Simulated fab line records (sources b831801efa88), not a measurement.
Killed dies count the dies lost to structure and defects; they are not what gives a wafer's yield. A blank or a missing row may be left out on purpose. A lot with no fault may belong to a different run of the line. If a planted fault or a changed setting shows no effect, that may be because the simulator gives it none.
What tool caused it? || flow gf180mcu || 24 lots, 72 wafers sampled, at 6 steps of a route of 602

== WHAT THE GAUGES SHOWED, per wafer ==
GF_M4_RS_MEAS_05: the measuring method here is four-point-probe. Usual: M4_ALCU_RS typically reads 0.0692 ohm/sq, with standard deviation 0.0008.
{"lot": "L074", "measured": "day 23 03:21", "on": "filmMetro-02", "M4_ALCU_RS (ohm/sq)": "0.0693 0.0702 0.0706", "flag": ""}
{"lot": "L075", "measured": "day 23 04:02", "on": "filmMetro-03", "M4_ALCU_RS (ohm/sq)": "0.0699 0.0688 0.0695", "flag": ""}
{"lot": "L076", "measured": "day 23 08:44", "on": "filmMetro-03", "M4_ALCU_RS (ohm/sq)": "0.0683 0.0683 0.0693", "flag": ""}
{"lot": "L077", "measured": "day 23 15:40", "on": "filmMetro-03", "M4_ALCU_RS (ohm/sq)": "0.0697 0.0705 0.0699", "flag": ""}
{"lot": "L078", "measured": "day 23 20:14", "on": "filmMetro-02", "M4_ALCU_RS (ohm/sq)": "0.0690 0.0700 0.0706", "flag": ""}
{"lot": "L079", "measured": "day 24 17:32", "on": "filmMetro-03", "M4_ALCU_RS (ohm/sq)": "0.0688 0.0690 0.0704", "flag": ""}
{"lot": "L080", "measured": "day 25 04:09", "on": "filmMetro-02", "M4_ALCU_RS (ohm/sq)": "0.0693 0.0687 0.0689", "flag": ""}
{"lot": "L081", "measured": "day 25 04:35", "on": "filmMetro-03", "M4_ALCU_RS (ohm/sq)": "0.0712 0.0713 0.0713", "flag": ""}
{"lot": "L082", "measured": "day 25 07:04", "on": "filmMetro-04", "M4_ALCU_RS (ohm/sq)": "0.0702 0.0692 0.0691", "flag": ""}
{"lot": "L083", "measured": "day 25 18:12", "on": "filmMetro-03", "M4_ALCU_RS (ohm/sq)": "0.0683 0.0686 0.0686", "flag": ""}
{"lot": "L084", "measured": "day 26 11:19", "on": "filmMetro-04", "M4_ALCU_RS (ohm/sq)": "0.0685 0.0684 0.0684", "flag": ""}
{"lot": "L085", "measured": "day 26 17:37", "on": "filmMetro-02", "M4_ALCU_RS (ohm/sq)": "0.0693 0.0690 0.0691", "flag": ""}
{"lot": "L086", "measured": "day 26 20:58", "on": "filmMetro-03", "M4_ALCU_RS (ohm/sq)": "0.0681 0.0697 0.0690", "flag": ""}
{"lot": "L087", "measured": "day 27 01:36", "on": "filmMetro-04", "M4_ALCU_RS (ohm/sq)": "0.0683 0.0690 0.0686", "flag": ""}
{"lot": "L088", "measured": "day 27 06:16", "on": "filmMetro-02", "M4_ALCU_RS (ohm/sq)": "0.0687 0.0690 0.0692", "flag": ""}
{"lot": "L090", "measured": "day 28 04:13", "on": "filmMetro-02", "M4_ALCU_RS (ohm/sq)": "0.0685 0.0688 0.0695", "flag": ""}
{"lot": "L089", "measured": "day 28 05:32", "on": "filmMetro-04", "M4_ALCU_RS (ohm/sq)": "0.0678 0.0683 0.0678", "flag": ""}
{"lot": "L091", "measured": "day 28 14:25", "on": "filmMetro-03", "M4_ALCU_RS (ohm/sq)": "0.0685 0.0693 0.0689", "flag": ""}
{"lot": "L092", "measured": "day 28 16:42", "on": "filmMetro-04", "M4_ALCU_RS (ohm/sq)": "0.0690 0.0700 0.0708", "flag": ""}
{"lot": "L093", "measured": "day 28 22:21", "on": "filmMetro-03", "M4_ALCU_RS (ohm/sq)": "0.0682 0.0680 0.0687", "flag": ""}
{"lot": "L094", "measured": "day 29 05:02", "on": "filmMetro-02", "M4_ALCU_RS (ohm/sq)": "0.0706 0.0707 0.0698", "flag": ""}
{"lot": "L095", "measured": "day 29 09:26", "on": "filmMetro-03", "M4_ALCU_RS (ohm/sq)": "0.0697 0.0705 0.0692", "flag": ""}
{"lot": "L096", "measured": "day 29 13:56", "on": "filmMetro-03", "M4_ALCU_RS (ohm/sq)": "0.0696 0.0690 0.0693", "flag": ""}
{"lot": "L097", "measured": "day 29 20:07", "on": "filmMetro-04", "M4_ALCU_RS (ohm/sq)": "0.0697 0.0693 0.0692", "flag": ""}

GF_V4_BOW_MEAS_05. Usual: V4_BOW typically reads 133 um, with standard deviation 8.2.
{"lot": "L074", "measured": "day 24 02:50", "on": "filmMetro-02", "V4_BOW (um)": "124 137 120", "flag": ""}
{"lot": "L075", "measured": "day 24 03:28", "on": "filmMetro-04", "V4_BOW (um)": "145 141 138", "flag": ""}
{"lot": "L076", "measured": "day 24 08:59", "on": "filmMetro-04", "V4_BOW (um)": "126 124 135", "flag": ""}
{"lot": "L077", "measured": "day 24 14:53", "on": "filmMetro-02", "V4_BOW (um)": "128 126 134", "flag": ""}
{"lot": "L078", "measured": "day 24 20:23", "on": "filmMetro-02", "V4_BOW (um)": "130 148 141", "flag": ""}
{"lot": "L079", "measured": "day 25 16:20", "on": "filmMetro-01", "V4_BOW (um)": "131 134 128", "flag": ""}
{"lot": "L080", "measured": "day 26 02:37", "on": "filmMetro-02", "V4_BOW (um)": "140 140 129", "flag": ""}
{"lot": "L081", "measured": "day 26 02:55", "on": "filmMetro-01", "V4_BOW (um)": "125 133 143", "flag": ""}
{"lot": "L082", "measured": "day 26 05:38", "on": "filmMetro-04", "V4_BOW (um)": "117 120 130", "flag": ""}
{"lot": "L083", "measured": "day 26 16:48", "on": "filmMetro-04", "V4_BOW (um)": "131 123 132", "flag": ""}
{"lot": "L084", "measured": "day 27 09:17", "on": "filmMetro-01", "V4_BOW (um)": "151 147 151", "flag": ""}
{"lot": "L085", "measured": "day 27 15:24", "on": "filmMetro-01", "V4_BOW (um)": "117 120 110", "flag": ""}
{"lot": "L086", "measured": "day 27 17:53", "on": "filmMetro-04", "V4_BOW (um)": "129 136 121", "flag": ""}
{"lot": "L087", "measured": "day 27 23:17", "on": "filmMetro-02", "V4_BOW (um)": "121 130 126", "flag": ""}
{"lot": "L088", "measured": "day 28 03:19", "on": "filmMetro-04", "V4_BOW (um)": "144 134 148", "flag": ""}
{"lot": "L090", "measured": "day 29 00:50", "on": "filmMetro-01", "V4_BOW (um)": "125 129 133", "flag": ""}
{"lot": "L089", "measured": "day 29 01:46", "on": "filmMetro-01", "V4_BOW (um)": "138 138 127", "flag": ""}
{"lot": "L091", "measured": "day 29 10:42", "on": "filmMetro-01", "V4_BOW (um)": "135 124 137", "flag": ""}
{"lot": "L092", "measured": "day 29 13:18", "on": "filmMetro-01", "V4_BOW (um)": "134 138 129", "flag": ""}
{"lot": "L093", "measured": "day 29 19:19", "on": "filmMetro-02", "V4_BOW (um)": "131 144 135", "flag": ""}
{"lot": "L094", "measured": "day 30 01:32", "on": "filmMetro-02", "V4_BOW (um)": "124 142 123", "flag": ""}
{"lot": "L095", "measured": "day 30 05:20", "on": "filmMetro-02", "V4_BOW (um)": "134 140 127", "flag": ""}
{"lot": "L096", "measured": "day 30 09:40", "on": "filmMetro-04", "V4_BOW (um)": "128 136 123", "flag": ""}
{"lot": "L097", "measured": "day 30 15:38", "on": "filmMetro-01", "V4_BOW (um)": "131 144 149", "flag": ""}

GF_MIM_RS_MEAS_10: the measuring method here is four-point-probe. Usual: MIM_ALCU_RS typically reads 0.1603 ohm/sq, with standard deviation 0.0018.
{"lot": "L074", "measured": "day 25 02:56", "on": "filmMetro-03", "MIM_ALCU_RS (ohm/sq)": "0.1641 0.1625 0.1639", "flag": ""}
{"lot": "L075", "measured": "day 25 03:40", "on": "filmMetro-03", "MIM_ALCU_RS (ohm/sq)": "0.1579 0.1606 0.1592", "flag": ""}
{"lot": "L076", "measured": "day 25 09:01", "on": "filmMetro-01", "MIM_ALCU_RS (ohm/sq)": "0.1632 0.1613 0.1626", "flag": ""}
{"lot": "L077", "measured": "day 25 14:25", "on": "filmMetro-03", "MIM_ALCU_RS (ohm/sq)": "0.1602 0.1617 0.1634", "flag": ""}
{"lot": "L078", "measured": "day 25 19:49", "on": "filmMetro-01", "MIM_ALCU_RS (ohm/sq)": "0.1582 0.1592 0.1612", "flag": ""}
{"lot": "L079", "measured": "day 26 15:18", "on": "filmMetro-02", "MIM_ALCU_RS (ohm/sq)": "0.1601 0.1613 0.1605", "flag": ""}
{"lot": "L080", "measured": "day 27 01:22", "on": "filmMetro-03", "MIM_ALCU_RS (ohm/sq)": "0.1595 0.1624 0.1600", "flag": ""}
{"lot": "L081", "measured": "day 27 01:55", "on": "filmMetro-02", "MIM_ALCU_RS (ohm/sq)": "0.1598 0.1615 0.1623", "flag": ""}
{"lot": "L082", "measured": "day 27 04:10", "on": "filmMetro-03", "MIM_ALCU_RS (ohm/sq)": "0.1599 0.1585 0.1577", "flag": ""}
{"lot": "L083", "measured": "day 27 15:27", "on": "filmMetro-03", "MIM_ALCU_RS (ohm/sq)": "0.1609 0.1610 0.1601", "flag": ""}
{"lot": "L084", "measured": "day 28 07:27", "on": "filmMetro-03", "MIM_ALCU_RS (ohm/sq)": "0.1581 0.1601 0.1603", "flag": ""}
{"lot": "L085", "measured": "day 28 15:40", "on": "filmMetro-01", "MIM_ALCU_RS (ohm/sq)": "0.1603 0.1603 0.1598", "flag": ""}
{"lot": "L086", "measured": "day 28 16:04", "on": "filmMetro-03", "MIM_ALCU_RS (ohm/sq)": "0.1573 0.1587 0.1571", "flag": ""}
{"lot": "L087", "measured": "day 28 20:27", "on": "filmMetro-02", "MIM_ALCU_RS (ohm/sq)": "0.1595 0.1605 0.1598", "flag": ""}
{"lot": "L088", "measured": "day 29 00:26", "on": "filmMetro-02", "MIM_ALCU_RS (ohm/sq)": "0.1576 0.1578 0.1582", "flag": ""}
{"lot": "L090", "measured": "day 29 22:38", "on": "filmMetro-03", "MIM_ALCU_RS (ohm/sq)": "0.1608 0.1598 0.1624", "flag": ""}
{"lot": "L089", "measured": "day 29 23:44", "on": "filmMetro-01", "MIM_ALCU_RS (ohm/sq)": "0.1609 0.1615 0.1617", "flag": ""}
{"lot": "L091", "measured": "day 30 07:52", "on": "filmMetro-01", "MIM_ALCU_RS (ohm/sq)": "0.1588 0.1588 0.1577", "flag": ""}
{"lot": "L092", "measured": "day 30 09:55", "on": "filmMetro-02", "MIM_ALCU_RS (ohm/sq)": "0.1621 0.1623 0.1619", "flag": ""}
{"lot": "L093", "measured": "day 30 15:02", "on": "filmMetro-02", "MIM_ALCU_RS (ohm/sq)": "0.1614 0.1618 0.1626", "flag": ""}
{"lot": "L094", "measured": "day 30 22:11", "on": "filmMetro-01", "MIM_ALCU_RS (ohm/sq)": "0.1589 0.1570 0.1578", "flag": ""}
{"lot": "L095", "measured": "day 31 00:58", "on": "filmMetro-01", "MIM_ALCU_RS (ohm/sq)": "0.1609 0.1597 0.1604", "flag": ""}
{"lot": "L096", "measured": "day 31 06:14", "on": "filmMetro-03", "MIM_ALCU_RS (ohm/sq)": "0.1630 0.1602 0.1623", "flag": ""}
{"lot": "L097", "measured": "day 31 11:39", "on": "filmMetro-03", "MIM_ALCU_RS (ohm/sq)": "0.1590 0.1581 0.1578", "flag": ""}

GF_PASSIVATION_BOW_MEAS_14. Usual: PASSIVATION_BOW typically reads 135 um, with standard deviation 9.6.
{"lot": "L074", "measured": "day 29 16:00", "on": "filmMetro-04", "PASSIVATION_BOW (um)": "121 131 119", "flag": ""}
{"lot": "L075", "measured": "day 29 15:59", "on": "filmMetro-02", "PASSIVATION_BOW (um)": "151 149 146", "flag": ""}
{"lot": "L076", "measured": "day 29 19:59", "on": "filmMetro-02", "PASSIVATION_BOW (um)": "121 117 130", "flag": ""}
{"lot": "L077", "measured": "day 30 00:28", "on": "filmMetro-02", "PASSIVATION_BOW (um)": "129 127 134", "flag": ""}
{"lot": "L078", "measured": "day 30 05:20", "on": "filmMetro-04", "PASSIVATION_BOW (um)": "130 149 145", "flag": ""}
{"lot": "L079", "measured": "day 30 21:48", "on": "filmMetro-01", "PASSIVATION_BOW (um)": "136 141 135", "flag": ""}
{"lot": "L080", "measured": "day 31 07:15", "on": "filmMetro-01", "PASSIVATION_BOW (um)": "140 139 131", "flag": ""}
{"lot": "L081", "measured": "day 31 08:07", "on": "filmMetro-02", "PASSIVATION_BOW (um)": "126 130 141", "flag": ""}
{"lot": "L082", "measured": "day 31 09:49", "on": "filmMetro-01", "PASSIVATION_BOW (um)": "117 118 128", "flag": ""}
{"lot": "L083", "measured": "day 31 19:41", "on": "filmMetro-02", "PASSIVATION_BOW (um)": "144 133 144", "flag": ""}
{"lot": "L084", "measured": "day 32 09:22", "on": "filmMetro-01", "PASSIVATION_BOW (um)": "142 140 145", "flag": ""}
{"lot": "L085", "measured": "day 32 15:44", "on": "filmMetro-04", "PASSIVATION_BOW (um)": "115 119 108", "flag": ""}
{"lot": "L086", "measured": "day 32 18:04", "on": "filmMetro-01", "PASSIVATION_BOW (um)": "136 145 129", "flag": ""}
{"lot": "L087", "measured": "day 32 20:57", "on": "filmMetro-04", "PASSIVATION_BOW (um)": "119 129 126", "flag": ""}
{"lot": "L088", "measured": "day 33 00:05", "on": "filmMetro-02", "PASSIVATION_BOW (um)": "145 136 150", "flag": ""}
{"lot": "L090", "measured": "day 33 19:21", "on": "filmMetro-04", "PASSIVATION_BOW (um)": "121 128 132", "flag": ""}
{"lot": "L089", "measured": "day 33 20:17", "on": "filmMetro-04", "PASSIVATION_BOW (um)": "147 147 138", "flag": ""}
{"lot": "L091", "measured": "day 34 02:55", "on": "filmMetro-02", "PASSIVATION_BOW (um)": "147 139 152", "flag": ""}
{"lot": "L092", "measured": "day 34 05:11", "on": "filmMetro-04", "PASSIVATION_BOW (um)": "137 140 133", "flag": ""}
{"lot": "L093", "measured": "day 34 08:03", "on": "filmMetro-04", "PASSIVATION_BOW (um)": "138 155 144", "flag": ""}
{"lot": "L094", "measured": "day 34 13:14", "on": "filmMetro-04", "PASSIVATION_BOW (um)": "130 146 131", "flag": ""}
{"lot": "L095", "measured": "day 34 18:11", "on": "filmMetro-04", "PASSIVATION_BOW (um)": "132 138 126", "flag": ""}
{"lot": "L096", "measured": "day 34 21:05", "on": "filmMetro-04", "PASSIVATION_BOW (um)": "123 130 118", "flag": ""}
{"lot": "L097", "measured": "day 35 01:41", "on": "filmMetro-04", "PASSIVATION_BOW (um)": "126 140 145", "flag": ""}

== TOOL THAT RAN EACH LOT (tool first, then ch and the chambers of the sampled wafers, then the start) ==
{"lot": "L074", "GF_V4_ETCH_16": "rieDiel-04 ch 0,1,2, day 25 00:52", "GF_MIM_SPUTTER_04": "pvdSputter-03, day 25 02:40"}
{"lot": "L075", "GF_V4_ETCH_16": "rieDiel-03 ch 0,1,3, day 25 01:31", "GF_MIM_SPUTTER_04": "pvdSputter-03, day 25 03:26"}
{"lot": "L076", "GF_V4_ETCH_16": "rieDiel-01 ch 0,1,2, day 25 07:10", "GF_MIM_SPUTTER_04": "pvdSputter-02, day 25 08:47"}
{"lot": "L077", "GF_V4_ETCH_16": "rieDiel-01 ch 0,1,2, day 25 12:38", "GF_MIM_SPUTTER_04": "pvdSputter-04, day 25 14:11"}
{"lot": "L078", "GF_V4_ETCH_16": "rieDiel-01 ch 0,1, day 25 18:02", "GF_MIM_SPUTTER_04": "pvdSputter-03, day 25 19:35"}
{"lot": "L079", "GF_V4_ETCH_16": "rieDiel-01 ch 0,3, day 26 13:29", "GF_MIM_SPUTTER_04": "pvdSputter-02, day 26 15:01"}
{"lot": "L080", "GF_V4_ETCH_16": "rieDiel-01 ch 0,1,3, day 26 23:34", "GF_MIM_SPUTTER_04": "pvdSputter-04, day 27 01:07"}
{"lot": "L081", "GF_V4_ETCH_16": "rieDiel-04 ch 0,1,2, day 27 00:08", "GF_MIM_SPUTTER_04": "pvdSputter-03, day 27 01:40"}
{"lot": "L082", "GF_V4_ETCH_16": "rieDiel-04 ch 0,1, day 27 02:22", "GF_MIM_SPUTTER_04": "pvdSputter-02, day 27 03:55"}
{"lot": "L083", "GF_V4_ETCH_16": "rieDiel-04 ch 0,2,3, day 27 13:38", "GF_MIM_SPUTTER_04": "pvdSputter-04, day 27 15:10"}
{"lot": "L084", "GF_V4_ETCH_16": "rieDiel-03 ch 0,1, day 28 05:40", "GF_MIM_SPUTTER_04": "pvdSputter-04, day 28 07:13"}
{"lot": "L085", "GF_V4_ETCH_16": "rieDiel-04 ch 2,3, day 28 10:55", "GF_MIM_SPUTTER_04": "pvdSputter-03, day 28 15:25"}
{"lot": "L086", "GF_V4_ETCH_16": "rieDiel-03 ch 1,3, day 28 14:16", "GF_MIM_SPUTTER_04": "pvdSputter-03, day 28 15:50"}
{"lot": "L087", "GF_V4_ETCH_16": "rieDiel-04 ch 0,1, day 28 18:40", "GF_MIM_SPUTTER_04": "pvdSputter-02, day 28 20:12"}
{"lot": "L088", "GF_V4_ETCH_16": "rieDiel-03 ch 1,2,3, day 28 22:37", "GF_MIM_SPUTTER_04": "pvdSputter-04, day 29 00:10"}
{"lot": "L090", "GF_V4_ETCH_16": "rieDiel-04 ch 0,1,2, day 29 20:50", "GF_MIM_SPUTTER_04": "pvdSputter-04, day 29 22:22"}
{"lot": "L089", "GF_V4_ETCH_16": "rieDiel-01 ch 0,2,3, day 29 21:58", "GF_MIM_SPUTTER_04": "pvdSputter-03, day 29 23:31"}
{"lot": "L091", "GF_V4_ETCH_16": "rieDiel-01 ch 0,1, day 30 06:02", "GF_MIM_SPUTTER_04": "pvdSputter-02, day 30 07:37"}
{"lot": "L092", "GF_V4_ETCH_16": "rieDiel-03 ch 0,3, day 30 08:04", "GF_MIM_SPUTTER_04": "pvdSputter-04, day 30 09:38"}
{"lot": "L093", "GF_V4_ETCH_16": "rieDiel-04 ch 0,1,3, day 30 13:13", "GF_MIM_SPUTTER_04": "pvdSputter-03, day 30 14:47"}
{"lot": "L094", "GF_V4_ETCH_16": "rieDiel-03 ch 1,2,3, day 30 20:25", "GF_MIM_SPUTTER_04": "pvdSputter-02, day 30 21:58"}
{"lot": "L095", "GF_V4_ETCH_16": "rieDiel-01 ch 0,1,2, day 30 23:11", "GF_MIM_SPUTTER_04": "pvdSputter-04, day 31 00:43"}
{"lot": "L096", "GF_V4_ETCH_16": "rieDiel-01 ch 1,2,3, day 31 04:28", "GF_MIM_SPUTTER_04": "pvdSputter-02, day 31 06:00"}
{"lot": "L097", "GF_V4_ETCH_16": "rieDiel-03 ch 0,1,2, day 31 09:53", "GF_MIM_SPUTTER_04": "pvdSputter-04, day 31 11:25"}
- GF_V4_ETCH_16: etches BARC in N2/H2.
- GF_MIM_SPUTTER_04: material TiN, target thk 50 nm, time 41.7 s.

== AS READ BY THE TOOLS THEMSELVES (means over the sampled wafers that have a number; for cases with no such wafer, the mark the record gives instead) ==
GF_V4_ETCH_16. Usual: drypumpMotorCurrentA 5.8 A, standard deviation 0.36; oesProductAu 0.854 a.u., standard deviation 0.0049; throttleValvePct 13.225 %, standard deviation 0.0084.
{"lot": "L074", "tool": "rieDiel-04", "drypumpMotorCurrentA (A)": 5.4, "oesProductAu (a.u.)": 0.857, "throttleValvePct (%)": 13.229, "flag": ""}
{"lot": "L075", "tool": "rieDiel-03", "drypumpMotorCurrentA (A)": 5.8, "oesProductAu (a.u.)": 0.850, "throttleValvePct (%)": 13.225, "flag": ""}
{"lot": "L076", "tool": "rieDiel-01", "drypumpMotorCurrentA (A)": 5.9, "oesProductAu (a.u.)": 0.851, "throttleValvePct (%)": 13.230, "flag": ""}
{"lot": "L077", "tool": "rieDiel-01", "drypumpMotorCurrentA (A)": 5.9, "oesProductAu (a.u.)": 0.858, "throttleValvePct (%)": 13.222, "flag": ""}
{"lot": "L078", "tool": "rieDiel-01", "drypumpMotorCurrentA (A)": 5.7, "oesProductAu (a.u.)": 0.855, "throttleValvePct (%)": 13.221, "flag": ""}
{"lot": "L079", "tool": "rieDiel-01", "drypumpMotorCurrentA (A)": 5.8, "oesProductAu (a.u.)": 0.851, "throttleValvePct (%)": 13.222, "flag": ""}
{"lot": "L080", "tool": "rieDiel-01", "drypumpMotorCurrentA (A)": 5.9, "oesProductAu (a.u.)": 0.857, "throttleValvePct (%)": 13.226, "flag": ""}
{"lot": "L081", "tool": "rieDiel-04", "drypumpMotorCurrentA (A)": 5.4, "oesProductAu (a.u.)": 0.855, "throttleValvePct (%)": 13.232, "flag": ""}
{"lot": "L082", "tool": "rieDiel-04", "drypumpMotorCurrentA (A)": 5.3, "oesProductAu (a.u.)": 0.855, "throttleValvePct (%)": 13.225, "flag": ""}
{"lot": "L083", "tool": "rieDiel-04", "drypumpMotorCurrentA (A)": 5.6, "oesProductAu (a.u.)": 0.859, "throttleValvePct (%)": 13.226, "flag": ""}
{"lot": "L084", "tool": "rieDiel-03", "drypumpMotorCurrentA (A)": 5.7, "oesProductAu (a.u.)": 0.849, "throttleValvePct (%)": 13.230, "flag": ""}
{"lot": "L085", "tool": "rieDiel-04", "drypumpMotorCurrentA (A)": 5.8, "oesProductAu (a.u.)": 0.855, "throttleValvePct (%)": 13.224, "flag": ""}
{"lot": "L086", "tool": "rieDiel-03", "drypumpMotorCurrentA (A)": 5.9, "oesProductAu (a.u.)": 0.851, "throttleValvePct (%)": 13.239, "flag": ""}
{"lot": "L087", "tool": "rieDiel-04", "drypumpMotorCurrentA (A)": 5.4, "oesProductAu (a.u.)": 0.859, "throttleValvePct (%)": 13.226, "flag": ""}
{"lot": "L088", "tool": "rieDiel-03", "drypumpMotorCurrentA (A)": 5.8, "oesProductAu (a.u.)": 0.852, "throttleValvePct (%)": 13.226, "flag": ""}
{"lot": "L090", "tool": "rieDiel-04", "drypumpMotorCurrentA (A)": 5.4, "oesProductAu (a.u.)": 0.854, "throttleValvePct (%)": 13.214, "flag": ""}
{"lot": "L089", "tool": "rieDiel-01", "drypumpMotorCurrentA (A)": 6.2, "oesProductAu (a.u.)": 0.856, "throttleValvePct (%)": 13.225, "flag": ""}
{"lot": "L091", "tool": "rieDiel-01", "drypumpMotorCurrentA (A)": 5.7, "oesProductAu (a.u.)": 0.851, "throttleValvePct (%)": 13.225, "flag": ""}
{"lot": "L092", "tool": "rieDiel-03", "drypumpMotorCurrentA (A)": 5.6, "oesProductAu (a.u.)": 0.853, "throttleValvePct (%)": 13.223, "flag": ""}
{"lot": "L093", "tool": "rieDiel-04", "drypumpMotorCurrentA (A)": 5.6, "oesProductAu (a.u.)": 0.853, "throttleValvePct (%)": 13.223, "flag": ""}
{"lot": "L094", "tool": "rieDiel-03", "drypumpMotorCurrentA (A)": 5.8, "oesProductAu (a.u.)": 0.860, "throttleValvePct (%)": 13.218, "flag": ""}
{"lot": "L095", "tool": "rieDiel-01", "drypumpMotorCurrentA (A)": 5.9, "oesProductAu (a.u.)": 0.854, "throttleValvePct (%)": 13.212, "flag": ""}
{"lot": "L096", "tool": "rieDiel-01", "drypumpMotorCurrentA (A)": 6.2, "oesProductAu (a.u.)": 0.855, "throttleValvePct (%)": 13.226, "flag": ""}
{"lot": "L097", "tool": "rieDiel-03", "drypumpMotorCurrentA (A)": 5.8, "oesProductAu (a.u.)": 0.849, "throttleValvePct (%)": 13.231, "flag": ""}

GF_MIM_SPUTTER_04. Usual: throttleValvePct at 30.0 %, with a standard deviation of 0.86.
{"lot": "L074", "tool": "pvdSputter-03", "throttleValvePct (%)": 29.8, "flag": ""}
{"lot": "L075", "tool": "pvdSputter-03", "throttleValvePct (%)": 30.0, "flag": ""}
{"lot": "L076", "tool": "pvdSputter-02", "throttleValvePct (%)": 28.9, "flag": ""}
{"lot": "L077", "tool": "pvdSputter-04", "throttleValvePct (%)": 30.3, "flag": ""}
{"lot": "L078", "tool": "pvdSputter-03", "throttleValvePct (%)": 30.1, "flag": ""}
{"lot": "L079", "tool": "pvdSputter-02", "throttleValvePct (%)": 29.3, "flag": ""}
{"lot": "L080", "tool": "pvdSputter-04", "throttleValvePct (%)": 30.1, "flag": ""}
{"lot": "L081", "tool": "pvdSputter-03", "throttleValvePct (%)": 30.4, "flag": ""}
{"lot": "L082", "tool": "pvdSputter-02", "throttleValvePct (%)": 29.6, "flag": ""}
{"lot": "L083", "tool": "pvdSputter-04", "throttleValvePct (%)": 30.1, "flag": ""}
{"lot": "L084", "tool": "pvdSputter-04", "throttleValvePct (%)": 30.2, "flag": ""}
{"lot": "L085", "tool": "pvdSputter-03", "throttleValvePct (%)": 29.7, "flag": ""}
{"lot": "L086", "tool": "pvdSputter-03", "throttleValvePct (%)": 30.3, "flag": ""}
{"lot": "L087", "tool": "pvdSputter-02", "throttleValvePct (%)": 29.7, "flag": ""}
{"lot": "L088", "tool": "pvdSputter-04", "throttleValvePct (%)": 30.4, "flag": ""}
{"lot": "L090", "tool": "pvdSputter-04", "throttleValvePct (%)": 30.0, "flag": ""}
{"lot": "L089", "tool": "pvdSputter-03", "throttleValvePct (%)": 29.4, "flag": ""}
{"lot": "L091", "tool": "pvdSputter-02", "throttleValvePct (%)": 29.3, "flag": ""}
{"lot": "L092", "tool": "pvdSputter-04", "throttleValvePct (%)": 31.0, "flag": ""}
{"lot": "L093", "tool": "pvdSputter-03", "throttleValvePct (%)": 30.2, "flag": ""}
{"lot": "L094", "tool": "pvdSputter-02", "throttleValvePct (%)": 30.2, "flag": ""}
{"lot": "L095", "tool": "pvdSputter-04", "throttleValvePct (%)": 30.2, "flag": ""}
{"lot": "L096", "tool": "pvdSputter-02", "throttleValvePct (%)": 29.9, "flag": ""}
{"lot": "L097", "tool": "pvdSputter-04", "throttleValvePct (%)": 29.6, "flag": ""}

== THE ANSWER, worked out from the rows above alone ==
Rule: take the mean of a lot's wafers that have a number; if it is more than 3 standard deviations from the usual mean, the lot is off. Also off: a lot with no number at a reading for which 4 or more lots have one. The other lots that the step has rows for count as sound. The gauges are gone through in route order, then the tools' own readings, and for those a lot's mean is taken as printed above. The first step at which some lot is off is used, and at that step the reading that is off furthest; a lot without a number counts as furthest.
Nothing can be told from this: no lot is off at any reading shown.

== WHAT THE SIMULATOR PUT IN ==
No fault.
